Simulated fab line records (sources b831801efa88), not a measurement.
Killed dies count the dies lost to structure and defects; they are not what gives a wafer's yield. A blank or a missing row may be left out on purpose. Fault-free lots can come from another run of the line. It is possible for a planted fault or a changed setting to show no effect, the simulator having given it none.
Split-lot experiment | flow sfqLine | on a route of 325 steps: 5 lots, 23 wafers read

THE SPLIT ITSELF
At SFQ_TRILAYER_M0_DEP_SPUTTER_019 (material Nb, target thk 200 nm, time 133.3 s), the setting powerW was moved away from the recipe's 2000 W on 12 of the 23 wafers read, by -9.2% to +7.9%. This setting was run at the recipe's value on the other wafers.

FROM SPLIT TO READING: 1 step shown by the file between the two
- SFQ_M0_RS_MEAS_904: measures by four-point-probe

THE READING
oesProductAu, in a.u., at SFQ_TRILAYER_M0_ETCH_METAL_ETCH_024 (etches Nb in Cl2/Ar, stops on SiO2, target depth 240 nm, time 120 s). Fault-free wafers of this fab line usually give 0.892 a.u., standard deviation 0.0055 a.u.

wafer  | tool, chamber at the split | powerW as run, W | against the recipe | oesProductAu, a.u. | against lot-mates on the recipe
L076.1 | pvdSputter-06, -           | 1824             | -8.8%              | 0.836              | -0.053
L076.2 | pvdSputter-06, -           | 2000             | recipe             | 0.885              | -
L076.4 | pvdSputter-06, -           | 2000             | recipe             | 0.892              | -
L076.5 | pvdSputter-06, -           | 1824             | -8.8%              | 0.841              | -0.048
L076.6 | pvdSputter-06, -           | 1824             | -8.8%              | 0.845              | -0.044
L078.1 | pvdSputter-03, -           | 2000             | recipe             | 0.888              | -
L078.2 | pvdSputter-03, -           | 1817             | -9.2%              | 0.837              | -0.057
L078.3 | pvdSputter-03, -           | 2000             | recipe             | 0.900              | -
L078.4 | pvdSputter-03, -           | 1817             | -9.2%              | 0.844              | -0.050
L078.5 | pvdSputter-03, -           | 1817             | -9.2%              | 0.851              | -0.043
L079.1 | pvdSputter-06, -           | 2000             | recipe             | 0.890              | -
L079.2 | pvdSputter-06, -           | 2116             | +5.8%              | 0.919              | +0.030
L079.3 | pvdSputter-06, -           | 2116             | +5.8%              | 0.923              | +0.034
L079.4 | pvdSputter-06, -           | 2116             | +5.8%              | 0.920              | +0.031
L079.5 | pvdSputter-06, -           | 2000             | recipe             | 0.887              | -
L080.2 | pvdSputter-03, -           | 2000             | recipe             | 0.895              | -
L080.3 | pvdSputter-03, -           | 2000             | recipe             | 0.896              | -
L080.6 | pvdSputter-03, -           | 2000             | recipe             | 0.903              | -
L081.1 | pvdSputter-05, -           | 2000             | recipe             | 0.882              | -
L081.2 | pvdSputter-05, -           | 2159             | +7.9%              | 0.934              | +0.045
L081.3 | pvdSputter-05, -           | 2159             | +7.9%              | 0.929              | +0.040
L081.4 | pvdSputter-05, -           | 2159             | +7.9%              | 0.929              | +0.040
L081.6 | pvdSputter-05, -           | 2000             | recipe             | 0.897              | -

THE FIT
A straight line over all 23 wafers: oesProductAu changes by +0.00527 a.u. for each +1% of powerW; r = +0.98; the points scatter about the line by 0.0057 a.u.
The same after taking each lot's own level away (the mean of its wafers on the recipe; 23 wafers): +0.00539 a.u. for each +1%; r = +0.99; scatter 0.0045 a.u.
Per that fit: largest powerW move, reading shift of 0.049 a.u.
Across the lots, their own levels run from 0.8885 to 0.8980 a.u., a range of 1.7 times the standard deviation given above.
The two slopes are in agreement: the lot-to-lot level therefore moves the slope only a little.
Check: for one of the wafers moved furthest among these (-9.2%), held out of the fit, the line's prediction against its lot-mates is -0.0484 a.u. Against them it came out at -0.057 a.u.

FURTHER SPLITS ON THESE WAFERS
Before the reading, these wafers also passed through other splits. Each is held against what the fit with the lots' levels taken away leaves over:
other split on the same wafers              | wafers away from the commonest value | r with oesProductAu (lot level and that fit taken away)
SFQ_TRILAYER_INCOMING_OXIDATION_002 oxTimeS | 15                                   | -0.02
SFQ_TRILAYER_L0_LITHO_COAT_010 spinRpm      | 8                                    | +0.36
SFQ_TRILAYER_L0_ETCH_METAL_ETCH_008 timeS   | 12                                   | +0.03
SFQ_TRILAYER_L0_VIA_LITHO_EXPOSE_014 doseMj | 11                                   | -0.29

THE WHOLE CHAIN: every reading that the file lists as answering this split, in the file's order
step                                | what it does                                                        | reading                                                                                  | change (the file's fit)                   | r (the file's)
SFQ_TRILAYER_M0_DEP_SPUTTER_019     | material Nb, target thk 200 nm, time 133.3 s                        | Nb_of_TRILAYER_M0_DEP_SPUTTER_019.thkNm (the simulator's own value, which no gauge read) | +2.09 nm for each +1% of the setting      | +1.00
SFQ_M0_RS_MEAS_904                  | measures by four-point-probe                                        | M0_NB_RS                                                                                 | -0.00991 for each +1% of the setting      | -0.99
SFQ_TRILAYER_M0_ETCH_METAL_ETCH_024 | etches Nb in Cl2/Ar, stops on SiO2, target depth 240 nm, time 120 s | oesProductAu                                                                             | +0.00538 a.u. for each +1% of the setting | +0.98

FILE'S OWN FIT
oesProductAu changes by +0.00538 a.u. for each +1% of powerW, r = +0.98.
